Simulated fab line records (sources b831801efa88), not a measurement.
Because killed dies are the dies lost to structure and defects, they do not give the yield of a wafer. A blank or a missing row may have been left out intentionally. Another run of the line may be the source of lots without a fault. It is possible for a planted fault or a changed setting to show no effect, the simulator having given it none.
fab line records	flow gf180mcu
record: lots: 5	wafers: 23
route steps=602 shown V2@398 M3@413 V3@440 M4@460 V4@480
start-h: start of the lot's first displayed wafer, in hours after the record's first day	wait-h: hours from the lot's prior step to this one	" identical to the entry in the row above	L1.1+2: a row that stands for several wafers	- no value, or no start given	* or withheld: withheld	< > ~ a bound
route shown NAME@n: NAME is a module with steps in the file, n the number in the route of the first one	usual: mean/standard deviation taken from wafers without a fault	same: alike in all rows	chamber/n: place in a boat	sites: readings site by site	_std_site: the standard deviation of these	_edge_site: inner sites' mean taken away from outer sites' mean	radius-mm: how far each site lies from the wafer's centre	mask NAME#n: copy n	behind: the tool/chamber that last shaped the wafer	hold: what put the lot on hold/how long, in hours/how the hold closed	device: names the non-switching transistor (n, p or np)	end of line: the tests these same wafers got at the end of their route	a step with no rows: only its recipe	killed: at the first sort, the dies lost to defects and structure; wafer yield is something else	map: shows each die of a wafer: x if killed, . if not, _ if none is there
set.NAME: the setting as run; set.NAME@STEP: as run at that earlier step	model.NAME: the simulator's own value behind a step, which no gauge read
lots where settings were altered on purpose, with a table for each step and a row for each wafer
== steps ==
step: GF_V2_ETCH_16
recipe: chemistry: N2/H2	target-depth-a: withheld	overetch-a: withheld	time-s: withheld	target: BARC	ion-energy-ev: 200	source-w: 500	bias-w: 100	pressure-mtorr: 30	n2-flow-sccm: 100	h2-flow-sccm: 200
lot.wafer	tool	chamber	start-h	wait-h	set.source-w
L075.1+2+4	rie-diel-03	1,0,2	461.58	0.0	453.6
L075.5+6	"	1,2	"	"	500
L082.1+2+3+4+5	rie-diel-02	3,1,0,0,1	544.89	0.0	500
L083.2+3+4	rie-diel-02	3,1,1	551.91	0.0	500
L084.1+2+3+4+5	rie-diel-02	0,1,3,0,1	559.51	0.0	500
L085.1+3	rie-diel-02	1,0	569.47	0.0	456.2
L085.2+4+6	"	2,2,0	"	"	500
step: GF_V2_ETCH_17
recipe: chemistry: C4F8/O2/Ar	mask-material: KrF	target: SiO2	stop-on: TiN	source-w: 1500	bias-w: 1200	pressure-mtorr: 40	c4f8-flow-sccm: withheld	O2_flow_sccm: 6	Ar_flow_sccm: 300	time-s: withheld	target-depth-a: 6300
usual: oes-product-au: 0.856/0.0046
lot.wafer	tool	chamber	start-h	wait-h	set.leave-above-ref-nm@V2_CMP_04	oes-product-au	model.V2.feature-depth-nm
L075.1	rie-diel-03	1	-	-	657.4	0.874	656.1
L075.2	"	0	"	"	632.5	0.845	632
L075.4	"	2	"	"	632.5	0.859	631.1
L075.5	"	1	"	"	657.4	0.868	656
L075.6	"	2	"	"	657.4	0.878	657.4
L082.1	rie-diel-02	3	-	-	632.5	0.858	632.4
L082.2	"	1	"	"	632.5	0.847	633.1
L082.3	"	0	"	"	632.5	0.861	633.7
L082.4	"	0	"	"	658.8	0.879	659.8
L082.5	"	1	"	"	658.8	0.882	660.7
L083.2	rie-diel-02	3	-	-	632.5	0.854	630.3
L083.3	"	1	"	"	632.5	0.862	631.4
L083.4	"	1	"	"	632.5	0.857	633.1
L084.1	rie-diel-02	0	-	-	632.5	0.854	634.3
L084.2	"	1	"	"	632.5	0.850	633.3
L084.3	"	3	"	"	632.5	0.857	631.8
L084.4	"	0	"	"	632.5	0.854	631.8
L084.5	"	1	"	"	632.5	0.860	632.9
L085.1	rie-diel-02	1	-	-	671.2	0.889	669.2
L085.2	"	2	"	"	632.5	0.857	631.2
L085.3	"	0	"	"	671.2	0.881	669.6
L085.4	"	2	"	"	671.2	0.893	669.4
L085.6	"	0	"	"	632.5	0.853	632.1
step: GF_V2_CVD_23
recipe: material: W	target-thk-nm: 350	time-s: 104.94	temp-c: 400	pressure-torr: 40
lot.wafer	tool	chamber	start-h	wait-h	set.pressure-torr	model.W_of_V2_CVD_23.thk-nm
L075.1	cvd-w-01	0	462.38	0.0	43.93	366.1
L075.2	"	1	"	"	43.93	371.6
L075.4	"	1	"	"	43.93	372
L075.5	"	0	"	"	43.93	370.5
L075.6	"	1	"	"	43.93	372.4
L082.1	cvd-w-01	0	545.65	0.0	40	342.6
L082.2	"	1	"	"	40	349.7
L082.3	"	0	"	"	40	342
L082.4	"	1	"	"	40	352.7
L082.5	"	0	"	"	40	349.9
L083.2	cvd-w-01	1	552.68	0.0	40	348.7
L083.3	"	1	"	"	40	351
L083.4	"	0	"	"	40	347.6
L084.1	cvd-w-01	1	560.28	0.0	35.2	326.7
L084.2	"	0	"	"	35.2	317.2
L084.3	"	0	"	"	35.2	321.4
L084.4	"	1	"	"	35.2	326.4
L084.5	"	1	"	"	35.2	324.3
L085.1	cvd-w-01	0	570.23	0.0	44.03	359.4
L085.2	"	1	"	"	44.03	364.6
L085.3	"	0	"	"	44.03	360.6
L085.4	"	1	"	"	44.03	365.1
L085.6	"	0	"	"	44.03	361.1
step: GF_V2_RS_MEAS_24
recipe: thk-meas-gauge: four-point-probe	reads: W_of_V2_CVD_23+TiN_of_V2_SPUTTER_22+Ti_of_V2_SPUTTER_21
usual: V2_W_RS: 0.330/0.0035
lot.wafer	tool	chamber	start-h	wait-h	set.pressure-torr@V2_CVD_23	V2_W_RS[ohm/sq]
L075.1	film-metro-03	-	462.49	0.1	43.93	0.313
L075.2	"	-	"	"	43.93	0.308
L075.4	"	-	"	"	43.93	0.307
L075.5	"	-	"	"	43.93	0.309
L075.6	"	-	"	"	43.93	0.307
L082.1	film-metro-04	-	545.77	0.1	40	0.335
L082.2	"	-	"	"	40	0.328
L082.3	"	-	"	"	40	0.335
L082.4	"	-	"	"	40	0.324
L082.5	"	-	"	"	40	0.327
L083.2	film-metro-02	-	552.81	0.1	40	0.330
L083.3	"	-	"	"	40	0.327
L083.4	"	-	"	"	40	0.331
L084.1	film-metro-04	-	560.40	0.1	35.2	0.351
L084.2	"	-	"	"	35.2	0.362
L084.3	"	-	"	"	35.2	0.357
L084.4	"	-	"	"	35.2	0.351
L084.5	"	-	"	"	35.2	0.353
L085.1	film-metro-03	-	570.35	0.1	44.03	0.319
L085.2	"	-	"	"	44.03	0.314
L085.3	"	-	"	"	44.03	0.318
L085.4	"	-	"	"	44.03	0.314
L085.6	"	-	"	"	44.03	0.317
step: GF_M3_SPUTTER_04
recipe: material: TiN	target-thk-nm: 50	power-w: 6500	time-s: 41.7	chamber-pressure-pa: 0.4
lot.wafer	tool	chamber	start-h	wait-h	set.time-s	model.TiN_of_M3_SPUTTER_04.thk-nm
L075.1	pvd-sputter-03	-	463.15	0.0	41.7	50.91
L075.2	"	-	"	"	45.15	54.69
L075.4	"	-	"	"	41.7	50.43
L075.5	"	-	"	"	41.7	50.29
L075.6	"	-	"	"	45.15	54.55
L082.1	pvd-sputter-02	-	546.43	0.0	41.7	50.15
L082.2	"	-	"	"	41.7	50.48
L082.3	"	-	"	"	41.7	50.13
L082.4	"	-	"	"	41.7	50.03
L082.5	"	-	"	"	41.7	50.43
L083.2	pvd-sputter-01	-	553.45	0.0	41.7	50.92
L083.3	"	-	"	"	41.7	50.34
L083.4	"	-	"	"	41.7	51.25
L084.1	pvd-sputter-02	-	561.06	0.0	41.7	50.03
L084.2	"	-	"	"	45.37	54.71
L084.3	"	-	"	"	41.7	50.39
L084.4	"	-	"	"	45.37	54.52
L084.5	"	-	"	"	41.7	50.1
L085.1	pvd-sputter-02	-	571.01	0.0	41.7	50.32
L085.2	"	-	"	"	41.7	50.46
L085.3	"	-	"	"	41.7	49.48
L085.4	"	-	"	"	41.7	50.25
L085.6	"	-	"	"	41.7	50.02
step: GF_M3_STRIP_17
recipe: chemistry: O2/N2	power-w: 1400	pressure-mtorr: 1500	platen-temp-c: 250	o2-flow-sccm: 3000	n2-flow-sccm: 300	overash-fraction: 0.5
usual: strip-time-to-endpoint-s: 7.87/0.036
lot.wafer	tool	chamber	start-h	wait-h	set.platen-temp-c	strip-time-to-endpoint-s
L075.1	plasma-asher-04	0	487.00	0.1	250	7.87
L075.2	"	1	"	"	247.4	8.30
L075.4	"	0	"	"	247.4	8.38
L075.5	"	1	"	"	250	7.90
L075.6	"	0	"	"	247.4	8.31
L082.1	plasma-asher-01	1	568.73	0.1	245.2	8.68
L082.2	"	0	"	"	250	7.87
L082.3	"	1	"	"	250	7.91
L082.4	"	0	"	"	245.2	8.66
L082.5	"	1	"	"	245.2	8.67
L083.2	plasma-asher-01	1	575.40	0.1	250	7.84
L083.3	"	1	"	"	250	7.85
L083.4	"	0	"	"	250	7.87
L084.1	plasma-asher-01	1	582.84	0.1	255.6	7.09
L084.2	"	0	"	"	255.6	7.03
L084.3	"	1	"	"	255.6	7.06
L084.4	"	0	"	"	250	7.87
L084.5	"	1	"	"	250	7.82
L085.1	plasma-asher-01	1	592.66	0.1	250	7.92
L085.2	"	0	"	"	250	7.86
L085.3	"	0	"	"	250	7.93
L085.4	"	1	"	"	250	7.85
L085.6	"	1	"	"	250	7.93
step: GF_V3_EXPOSE_11
recipe: mask-id: Via3	target-cd-nm: 260	na: 0.68	source-shape: conventional	sigma-outer: 0.6	dose-mj: 38
lot.wafer	tool	chamber	start-h	wait-h	mask	set.dose-mj
L075.1+2+5	krf-scanner-01	0	-	-	Via3#0	39.05
L075.4+6	"	0	"	"	Via3#0	38
L082.1+4	krf-scanner-02	0	-	-	Via3#0	38
L082.2+3+5	"	0	"	"	Via3#0	35.79
L083.2+3+4	krf-scanner-02	0	-	-	Via3#0	38
L084.1+2+3+4+5	krf-scanner-01	0	-	-	Via3#0	38
L085.1+2+3+4+6	krf-scanner-02	0	-	-	Via3#0	38
step: GF_V3_PEB_12
recipe: peb-temp-c: 135	peb-time-s: 90	resist: KrF
step: GF_V3_DEVELOP_13
recipe: develop-time-s: 60	resist: KrF	dev-temp-c: 21
step: GF_V3_CD_MEAS_14
recipe: target-cd-nm: 260
usual: cd-nm: 259.7/1.1
lot.wafer	tool	chamber	start-h	wait-h	set.dose-mj@V3_EXPOSE_11	cd-nm
L075.1	cd-sem-02	-	511.79	0.1	39.05	263.9
L075.2	"	-	"	"	39.05	264.4
L075.4	"	-	"	"	38	259.6
L075.5	"	-	"	"	39.05	264.6
L075.6	"	-	"	"	38	260.1
L082.1	cd-sem-01	-	591.69	0.1	38	259.0
L082.2	"	-	"	"	35.79	250.2
L082.3	"	-	"	"	35.79	250.9
L082.4	"	-	"	"	38	257.4
L082.5	"	-	"	"	35.79	249.0
L083.2	cd-sem-02	-	598.55	0.1	38	258.6
L083.3	"	-	"	"	38	258.3
L083.4	"	-	"	"	38	257.8
L084.1	cd-sem-02	-	604.73	0.1	38	260.2
L084.2	"	-	"	"	38	260.3
L084.3	"	-	"	"	38	261.2
L084.4	"	-	"	"	38	262.6
L084.5	"	-	"	"	38	260.4
L085.1	cd-sem-01	-	614.58	0.1	38	260.1
L085.2	"	-	"	"	38	260.8
L085.3	"	-	"	"	38	259.8
L085.4	"	-	"	"	38	260.4
L085.6	"	-	"	"	38	261.1
step: GF_V3_ETCH_16
recipe: chemistry: N2/H2	target-depth-a: withheld	overetch-a: withheld	time-s: withheld	target: BARC	ion-energy-ev: 200	source-w: 500	bias-w: 100	pressure-mtorr: 30	n2-flow-sccm: 100	h2-flow-sccm: 200
lot.wafer	tool	chamber	start-h	wait-h	set.dose-mj@V3_EXPOSE_11	model.V3.cd-nm
L075.1	rie-diel-04	0	511.94	0.0	39.05	263.7
L075.2	"	1	"	"	39.05	264.4
L075.4	"	2	"	"	38	260
L075.5	"	2	"	"	39.05	264.3
L075.6	"	3	"	"	38	259.6
L082.1	rie-diel-04	2	591.84	0.0	38	259.2
L082.2	"	1	"	"	35.79	250.9
L082.3	"	3	"	"	35.79	250.1
L082.4	"	0	"	"	38	257.7
L082.5	"	2	"	"	35.79	249.7
L083.2	rie-diel-03	1	598.69	0.0	38	258.1
L083.3	"	2	"	"	38	257.3
L083.4	"	0	"	"	38	258.2
L084.1	rie-diel-03	1	604.89	0.0	38	259.3
L084.2	"	3	"	"	38	260.7
L084.3	"	2	"	"	38	259.5
L084.4	"	0	"	"	38	262.5
L084.5	"	3	"	"	38	260.5
L085.1	rie-diel-03	3	614.74	0.0	38	259.8
L085.2	"	0	"	"	38	261.6
L085.3	"	2	"	"	38	258.3
L085.4	"	1	"	"	38	260
L085.6	"	1	"	"	38	259.9
step: GF_M4_SPUTTER_04
recipe: material: TiN	target-thk-nm: 50	power-w: 6500	time-s: 41.7	chamber-pressure-pa: 0.4
lot.wafer	tool	chamber	start-h	wait-h	set.time-s	model.TiN_of_M4_SPUTTER_04.thk-nm
L075.1	pvd-sputter-01	-	513.52	0.0	41.7	49.57
L075.2	"	-	"	"	41.7	48.57
L075.4	"	-	"	"	41.7	49.92
L075.5	"	-	"	"	47.43	56.05
L075.6	"	-	"	"	47.43	56.67
L082.1	pvd-sputter-01	-	593.46	0.0	45.68	55.12
L082.2	"	-	"	"	45.68	54.56
L082.3	"	-	"	"	45.68	54.71
L082.4	"	-	"	"	41.7	48.81
L082.5	"	-	"	"	41.7	50.19
L083.2	pvd-sputter-01	-	600.25	0.0	41.7	50.31
L083.3	"	-	"	"	41.7	50.23
L083.4	"	-	"	"	41.7	48.92
L084.1	pvd-sputter-04	-	606.43	0.0	41.7	50.66
L084.2	"	-	"	"	47.8	57.77
L084.3	"	-	"	"	41.7	50.55
L084.4	"	-	"	"	47.8	58.12
L084.5	"	-	"	"	41.7	50.98
L085.1	pvd-sputter-02	-	616.31	0.0	41.7	50.44
L085.2	"	-	"	"	41.7	50.21
L085.3	"	-	"	"	41.7	50.56
L085.4	"	-	"	"	41.7	50.23
L085.6	"	-	"	"	41.7	50.16
step: GF_M4_METAL_ETCH_16
recipe: chemistry: Cl2/BCl3	mask-material: KrF	target-depth-nm: 627.5	stop-on: SiO2	pressure-mtorr: 8	icp-w: 800	bias-w: 140	Cl2_flow_sccm: 80	bcl3-flow-sccm: 40	time-s: 104.6
lot.wafer	tool	chamber	start-h	wait-h	set.time-s	model.KrF_of_M4_COAT_09.thk-nm	model.M4.feature-depth-nm
L075.1	rie-metal-03	0	536.64	0.0	104.6	741.8	611.6
L075.2	"	0	"	"	98.39	759.5	593.2
L075.4	"	0	"	"	98.39	756.8	594.3
L075.5+6	"	0	"	"	104.6	-	-
L082.1+3	rie-metal-02	1,0	614.31	0.0	104.6	-	-
L082.2	"	0	"	"	98.46	-	-
L082.4	"	1	"	"	98.46	750.5	605.8
L082.5	"	1	"	"	98.46	751.3	604.4
L083.2	rie-metal-02	1	620.72	0.0	104.6	740.5	608.6
L083.3	"	0	"	"	104.6	752.7	605.2
L083.4	"	1	"	"	104.6	739.7	610.8
L084.1	rie-metal-02	1	627.22	0.0	104.6	744.3	609
L084.2	"	0	"	"	104.6	-	-
L084.3	"	1	"	"	104.6	747.4	608.8
L084.4	"	0	"	"	91.14	-	-
L084.5	"	1	"	"	91.14	775.8	555.7
L085.1	rie-metal-03	1	636.61	0.0	104.6	739.3	597
L085.2	"	0	"	"	104.6	739.2	598.7
L085.3	"	1	"	"	104.6	743.4	597
L085.4	"	0	"	"	104.6	744	601.9
L085.6	"	1	"	"	104.6	739.7	605
step: GF_M4_STRIP_17
recipe: chemistry: O2/N2	power-w: 1400	pressure-mtorr: 1500	platen-temp-c: 250	o2-flow-sccm: 3000	n2-flow-sccm: 300	overash-fraction: 0.5
usual: strip-time-to-endpoint-s: 7.97/0.045
lot.wafer	tool	chamber	start-h	wait-h	set.time-s@M4_METAL_ETCH_16	strip-time-to-endpoint-s
L075.1	plasma-asher-01	1	536.86	0.2	104.6	7.95
L075.2	"	0	"	"	98.39	8.12
L075.4	"	1	"	"	98.39	8.07
L075.5	"	0	"	"	104.6	7.95
L075.6	"	1	"	"	104.6	7.96
L082.1	plasma-asher-04	1	614.46	0.1	104.6	7.92
L082.2	"	0	"	"	98.46	8.10
L082.3	"	1	"	"	104.6	7.98
L082.4	"	0	"	"	98.46	8.03
L082.5	"	1	"	"	98.46	8.02
L083.2	plasma-asher-01	0	620.87	0.1	104.6	7.93
L083.3	"	0	"	"	104.6	8.05
L083.4	"	1	"	"	104.6	7.90
L084.1	plasma-asher-03	0	627.37	0.1	104.6	7.97
L084.2	"	1	"	"	104.6	8.07
L084.3	"	0	"	"	104.6	7.99
L084.4	"	1	"	"	91.14	8.41
L084.5	"	0	"	"	91.14	8.27
L085.1	plasma-asher-01	1	636.72	0.1	104.6	7.91
L085.2	"	0	"	"	104.6	7.92
L085.3	"	1	"	"	104.6	7.95
L085.4	"	0	"	"	104.6	7.95
L085.6	"	1	"	"	104.6	7.91
step: GF_V4_CMP_04
recipe: material: SiO2	down-force-psi: 4	platen-rpm: 60	pad-velocity-m-s: 0.94248
lot.wafer	tool	chamber	start-h	wait-h	set.leave-above-ref-nm	model.SiO2_of_V4_CVD_02.thk-nm
L075.2	cmp-01	1	537.69	0.0	632.5	632.1
L075.4	"	3	"	"	661.6	661.6
L075.1	"	0	"	"	632.5	633.2
L075.5	"	1	"	"	661.6	660.5
L075.6	"	2	"	"	661.6	661.8
L082.1	cmp-01	3	615.27	0.1	632.5	631.3
L082.4	"	0	"	"	632.5	631.7
L082.2	"	1	"	"	632.5	630.7
L082.3	"	2	"	"	632.5	632.1
L082.5	"	0	"	"	632.5	631.4
L083.4+3	cmp-01	3,0	621.70	0.0	632.5	631.4
L083.2	"	2	"	"	632.5	632
L084.1	cmp-02	1	628.16	0.1	664.7	665.3
L084.3	"	2	"	"	632.5	631.9
L084.2	"	3	"	"	664.7	664.3
L084.4	"	0	"	"	632.5	630.7
L084.5	"	1	"	"	632.5	632.6
L085.1	cmp-02	2	637.53	0.1	632.5	630.7
L085.2	"	3	"	"	632.5	632.1
L085.4	"	0	"	"	632.5	632.4
L085.3	"	1	"	"	632.5	632.5
L085.6	"	2	"	"	632.5	631.5
step: GF_V4_ETCH_16
recipe: chemistry: N2/H2	target-depth-a: withheld	overetch-a: withheld	time-s: withheld	target: BARC	ion-energy-ev: 200	source-w: 500	bias-w: 100	pressure-mtorr: 30	n2-flow-sccm: 100	h2-flow-sccm: 200
lot.wafer	tool	chamber	start-h	wait-h	set.source-w
L075.1+2+5	rie-diel-01	3,1,3	560.76	0.0	500
L075.4+6	"	0,1	"	"	541.1
L082.1+4+5	rie-diel-01	3,1,3	636.12	0.0	500
L082.2+3	"	0,2	"	"	444.2
L083.2+3+4	rie-diel-03	3,1,2	642.81	0.0	500
L084.1+5	rie-diel-01	2	648.42	0.0	500
L084.2+3+4	"	3,1,1	"	"	553.6
L085.1+2+3+4+6	rie-diel-04	2,1,0,3,2	657.42	0.0	500
step: GF_V4_ETCH_17
recipe: chemistry: C4F8/O2/Ar	mask-material: KrF	target: SiO2	stop-on: TiN	source-w: 1500	bias-w: 1200	pressure-mtorr: 40	c4f8-flow-sccm: withheld	O2_flow_sccm: 6	Ar_flow_sccm: 300	time-s: withheld	target-depth-a: 6300
usual: oes-product-au: 0.856/0.0042
lot.wafer	tool	chamber	start-h	wait-h	set.leave-above-ref-nm@V4_CMP_04	oes-product-au	model.V4.feature-depth-nm
L075.1	rie-diel-01	3	-	-	632.5	0.854	633.2
L075.2	"	1	"	"	632.5	0.859	632.1
L075.4	"	0	"	"	661.6	0.892	661.6
L075.5	"	3	"	"	661.6	0.878	660.5
L075.6	"	1	"	"	661.6	0.874	661.8
L082.1	rie-diel-01	3	-	-	632.5	0.860	631.3
L082.2	"	0	"	"	632.5	0.852	630.7
L082.3	"	2	"	"	632.5	0.859	632.1
L082.4	"	1	"	"	632.5	0.852	631.7
L082.5	"	3	"	"	632.5	0.853	631.4
L083.2	rie-diel-03	3	-	-	632.5	0.850	632
L083.3	"	1	"	"	632.5	0.848	631.4
L083.4	"	2	"	"	632.5	0.857	631.4
L084.1	rie-diel-01	2	-	-	664.7	0.878	665.3
L084.2	"	3	"	"	664.7	0.878	664.3
L084.3	"	1	"	"	632.5	0.858	631.9
L084.4	"	1	"	"	632.5	0.860	630.7
L084.5	"	2	"	"	632.5	0.857	632.6
L085.1	rie-diel-04	2	-	-	632.5	0.850	630.7
L085.2	"	1	"	"	632.5	0.853	632.1
L085.3	"	0	"	"	632.5	0.853	632.5
L085.4	"	3	"	"	632.5	0.856	632.4
L085.6	"	2	"	"	632.5	0.850	631.5
== key ==
split: step: GF_V2_ETCH_16	setting: source-w	stated: 500	by: wafer
response none clear
split: step: GF_V2_CVD_23	setting: pressure-torr	stated: 40	by: lot
response: step: GF_V2_CVD_23	reading: model.W_of_V2_CVD_23.thk-nm	change: +1.95	per: 1%	r: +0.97
response: step: GF_V2_RS_MEAS_24	reading: V2_W_RS	change: -0.00191	per: 1%	r: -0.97
split: step: GF_M3_SPUTTER_04	setting: time-s	stated: 41.7	by: wafer
response: step: GF_M3_SPUTTER_04	reading: model.TiN_of_M3_SPUTTER_04.thk-nm	change: +0.499	per: 1%	r: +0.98
split: step: GF_M3_STRIP_17	setting: platen-temp-c	stated: 250	by: wafer
response: step: GF_M3_STRIP_17	reading: strip-time-to-endpoint-s	change: *	per: 1%	r: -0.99
split: step: GF_V3_EXPOSE_11	setting: dose-mj	stated: 38	by: wafer
response: step: GF_V3_CD_MEAS_14	reading: cd-nm	change: +1.44	per: 1%	r: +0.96
response: step: GF_V3_ETCH_16	reading: model.V3.cd-nm	change: +1.44	per: 1%	r: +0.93
split: step: GF_M4_SPUTTER_04	setting: time-s	stated: 41.7	by: wafer
response: step: GF_M4_SPUTTER_04	reading: model.TiN_of_M4_SPUTTER_04.thk-nm	change: +0.511	per: 1%	r: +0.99
split: step: GF_M4_METAL_ETCH_16	setting: time-s	stated: 104.6	by: wafer
response: step: GF_M4_METAL_ETCH_16	reading: model.KrF_of_M4_COAT_09.thk-nm	change: -2.4	per: 1%	r: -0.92
response: step: GF_M4_METAL_ETCH_16	reading: model.M4.feature-depth-nm	change: +3.94	per: 1%	r: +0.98
response: step: GF_M4_STRIP_17	reading: strip-time-to-endpoint-s	change: *	per: 1%	r: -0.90
split: step: GF_V4_CMP_04	setting: leave-above-ref-nm	stated: 632.5	by: wafer
response: step: GF_V4_CMP_04	reading: model.SiO2_of_V4_CVD_02.thk-nm	change: +6.37	per: 1%	r: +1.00
response: step: GF_V4_ETCH_17	reading: oes-product-au	change: +0.00464	per: 1%	r: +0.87
response: step: GF_V4_ETCH_17	reading: model.V4.feature-depth-nm	change: +6.37	per: 1%	r: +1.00
split: step: GF_V4_ETCH_16	setting: source-w	stated: 500	by: wafer
response none clear
split outside-this-file step=GF_V2_CMP_04 setting=leave-above-ref-nm
split outside-this-file: this setting was split too, and the file shows its column; the key of that split is in another file
